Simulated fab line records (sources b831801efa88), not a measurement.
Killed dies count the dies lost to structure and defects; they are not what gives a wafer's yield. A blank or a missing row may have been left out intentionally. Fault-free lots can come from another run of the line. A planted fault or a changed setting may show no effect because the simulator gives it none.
Problem report, 8D (eight disciplines) form, completed by code -- flow gf180mcu -- the parts of the form that need people (team, actions taken, sign-off) are left out

== 1. THE PROBLEM ==
tilt deg at GF_NSD_IMPLANT_09 reads a mean of 4.563 degrees on 6 wafers of 2 lots; wafers without a fault read 6.999 degrees with a standard deviation of 0.02. So: -99 or more standard deviations from the usual mean.
Seen first at day 14 20:45 on implanter-04, wafer L545.4. At this step, 36 wafers from 12 lots have a number in the record. Rule for "out", or "out of limits": more than 4 standard deviations from the usual mean. All remaining wafers that have a number are taken as sound.

== 2. WHAT IT IS AND WHAT IT IS NOT ==
question,is,is not
which readings at this step,tilt deg,-
which lots,"L545, L546","L540, L542, L547, L549, L555, L556, L557, L558, L561, L562"
which wafers of those lots,all that have a number,-
read on which tools,implanter-04,"implanter-01, implanter-02"
when,from day 14 20:45,"up to then (6 sound wafers); but 24 sound wafers of L547, L549, L555, L556, L557, L558, L561, L562 came after"

== 3. WHAT RULES OUT EACH SUSPECT ==
Counting: a tool at a process step up to the reading stays a suspect if it ran every lot that is out and no sound lot after the first of them.
- plasma asher-01 at GF_POLY_GATE_STRIP_14 (strips in O2/N2): ruled out as a lasting fault. After its first lot that is out, L545 (day 10 13:39), sound lots L557 ran on it.
- implanter-04 at GF_NSD_IMPLANT_09: ruled out as a lasting fault. After its first lot that is out, L545 (day 14 20:45), sound lots L561 ran on it.
Left after counting: nothing in the record.

== 4. THE CAUSE (what the simulator had put in) ==
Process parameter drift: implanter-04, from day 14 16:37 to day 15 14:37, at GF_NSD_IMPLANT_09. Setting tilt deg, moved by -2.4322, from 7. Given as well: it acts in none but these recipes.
Counting ruled it out, wrongly.

== 5. THE CHAIN OF EFFECTS, in route order ==
Each row: a reading whose mean over the struck wafers that have a number lies more than 3 standard deviations from the usual. Readings are gone through only where the record gives a usual standard deviation; hours: the median, over the lots, of the time from a lot's start at the first step in this table giving one to that lot's start at this step; sigmas: the change measured in usual standard deviations.
hours,step,reading,usual,on struck wafers,change,sigmas
0,GF_NSD_IMPLANT_09,tilt deg,6.999 degrees,4.563,-2.436,-99 or more
Here are the process steps it includes:
- GF_NSD_IMPLANT_09
Readings that are blank on the struck wafers while sound wafers have them: NSD_RS at GF_PSD_RS_MEAS_14.
Later steps that measure or inspect, where all struck wafers having a row at the step show a number for every such reading and not one has moved that far: GF_PSD_RS_MEAS_15.

== 6. HOW IT WOULD HAVE BEEN CAUGHT EARLIER ==
First out-of-limits reading in this record: day 14 20:45, which is 4 hours after fault onset at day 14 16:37.
